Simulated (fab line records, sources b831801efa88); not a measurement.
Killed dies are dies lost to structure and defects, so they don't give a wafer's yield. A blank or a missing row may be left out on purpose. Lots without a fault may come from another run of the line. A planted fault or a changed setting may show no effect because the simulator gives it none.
Chamber matching | flow gf180mcu | GF_V2_CMP_04 on cmp-01: 4 sister chambers
The step polishes SiO2. 8 wafers are shown with their chamber, then 8 later ones without.

WAFERS WITH THEIR CHAMBER
wafer  | chamber | motor_current_A (A) | time_to_endpoint_s (s)
L076.2 | 1       | 13.7                | 75
L083.4 | 1       | 12.9                | 83
L085.1 | 0       | 9.7                 | 80
L085.5 | 3       | 13.9                | 88
L089.1 | 0       | 9.7                 | 77
L089.3 | 3       | 12.9                | 79
L089.6 | 2       | 13.8                | 82
L090.1 | 2       | 13.6                | 74

WAFERS WITHOUT THEIR CHAMBER
wafer  | motor_current_A (A) | time_to_endpoint_s (s)
L090.2 | 14.2                | 84
L090.4 | 13.1                | 89
L092.2 | 13.8                | 79
L092.4 | 12.9                | 80
L092.5 | 10.1                | 86
L093.1 | 13.1                | 64
L093.4 | 13.6                | 74
L093.5 | 13.5                | 71

WHICH CHAMBER EACH WENT THROUGH
wafer  | from the rows above          | in truth
L090.2 | can't be placed: 2 or 3 or 1 | 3
L090.4 | can't be placed: 3 or 1 or 2 | 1
L092.2 | can't be placed: 2 or 1 or 3 | 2
L092.4 | can't be placed: 1 or 3 or 2 | 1
L092.5 | 0                            | 0
L093.1 | can't be placed: 1 or 2 or 3 | 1
L093.4 | can't be placed: 2 or 1 or 3 | 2
L093.5 | can't be placed: 2 or 1 or 3 | 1
Placed correctly: 1 of 8. Can't be placed from these rows: 7 (the true chamber is among the candidates in 7). Placed wrongly: 0.
How it was worked out, from the rows above alone: a wafer's distance from a chamber is the root of the sum, over the readings, of the square of ((its reading less the chamber's mean) divided by the reading's scatter). The wafer belongs to the nearest chamber; if the next one is less than 2 further off, it can't be placed. A chamber's mean is the mean of its shown wafers. The scatter: the root of (the sum of the squares of (reading less its chamber's mean) over the shown wafers, divided by (wafers less chambers)).
